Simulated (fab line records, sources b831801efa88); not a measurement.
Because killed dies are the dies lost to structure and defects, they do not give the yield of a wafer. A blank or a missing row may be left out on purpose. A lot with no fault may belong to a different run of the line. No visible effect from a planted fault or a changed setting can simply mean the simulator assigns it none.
Matching of chambers ; flow gf180mcu ; cmp-01 running GF_V2_CMP_04: 4 sister chambers
The step polishes SiO2. 8 wafers are shown with their chamber, then 12 later ones without.

## WAFERS, EACH WITH ITS CHAMBER
wafer;chamber;motorCurrentA (A);timeToEndpointS (s)
L085.2;0;12.0;85
L087.3;0;12.1;84
L088.3;2;11.0;85
L088.4;3;11.9;87
L088.5;3;10.8;91
L090.3;1;12.8;82
L090.5;2;11.0;86
L090.6;1;12.9;98

## WAFERS MISSING THEIR CHAMBER
wafer;motorCurrentA (A);timeToEndpointS (s)
L091.2;12.8;81
L091.3;11.6;85
L091.4;11.8;81
L093.2;10.9;85
L093.3;12.0;81
L093.5;11.4;86
L096.3;12.2;75
L096.5;11.5;76
L096.6;10.9;78
L097.1;12.2;84
L097.2;12.4;80
L097.4;11.4;85

## EACH ONE'S CHAMBER
wafer;from the rows above;in truth
L091.2;can't be placed: 1 or 0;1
L091.3;can't be placed: 3 or 0 or 2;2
L091.4;can't be placed: 0 or 3 or 2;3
L093.2;can't be placed: 2 or 3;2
L093.3;can't be placed: 0 or 3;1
L093.5;can't be placed: 3 or 2 or 0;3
L096.3;can't be placed: 0 or 1 or 3 or 2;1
L096.5;can't be placed: 0 or 2 or 3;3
L096.6;can't be placed: 2 or 3 or 0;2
L097.1;can't be placed: 0 or 1 or 3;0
L097.2;can't be placed: 0 or 1 or 3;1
L097.4;can't be placed: 3 or 2 or 0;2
Correct placement for 0 of the 12. Not placeable from these rows: 12 (in 11, the candidates include the true chamber). 0 placed wrongly.
How it was worked out, from the rows above alone: a wafer's distance from a chamber is the root of the sum, over the readings, of the square of ((its reading less the chamber's mean) divided by the reading's scatter). The wafer belongs to the nearest chamber; if the next one is less than 2 further off, it can't be placed. Each chamber's mean is taken over the wafers shown for it. The scatter: take each reading less its chamber's mean, square it, sum over the shown wafers, divide by the number of wafers less the number of chambers, and take the root.
